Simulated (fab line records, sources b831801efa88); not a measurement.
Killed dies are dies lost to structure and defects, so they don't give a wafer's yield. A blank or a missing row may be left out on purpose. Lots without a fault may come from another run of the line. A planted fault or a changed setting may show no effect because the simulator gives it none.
Chamber matching | flow sky130 | SKY_VIA1_HDPCVD_00 on hdpcvd-01: 3 sister chambers
The step deposits SiO2, target thk 1030 nm, time 171.7 s. 6 wafers are shown with their chamber, then 7 later ones without.

WAFERS WITH THEIR CHAMBER
wafer  | chamber | sih4_flow_sccm (sccm)
L437.5 | 1       | 60.31
L437.6 | 2       | 60.04
L439.1 | 1       | 59.97
L441.4 | 0       | 59.90
L448.1 | 0       | 60.11
L448.3 | 2       | 59.87

WAFERS WITHOUT THEIR CHAMBER
wafer  | sih4_flow_sccm (sccm)
L448.5 | 60.10
L449.4 | 60.02
L449.5 | 60.22
L449.6 | 59.89
L451.1 | 60.12
L451.3 | 60.12
L451.5 | 59.95

WHICH CHAMBER EACH WENT THROUGH
wafer  | from the rows above          | in truth
L448.5 | can't be placed: 1 or 0 or 2 | 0
L449.4 | can't be placed: 0 or 2 or 1 | 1
L449.5 | can't be placed: 1 or 0 or 2 | 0
L449.6 | can't be placed: 2 or 0 or 1 | 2
L451.1 | can't be placed: 1 or 0 or 2 | 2
L451.3 | can't be placed: 1 or 0 or 2 | 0
L451.5 | can't be placed: 2 or 0 or 1 | 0
Placed correctly: 0 of 7. Can't be placed from these rows: 7 (the true chamber is among the candidates in 7). Placed wrongly: 0.
How it was worked out, from the rows above alone: a wafer's distance from a chamber is the root of the sum, over the readings, of the square of ((its reading less the chamber's mean) divided by the reading's scatter). The wafer belongs to the nearest chamber; if the next one is less than 2 further off, it can't be placed. A chamber's mean is the mean of its shown wafers. The scatter: the root of (the sum of the squares of (reading less its chamber's mean) over the shown wafers, divided by (wafers less chambers)).
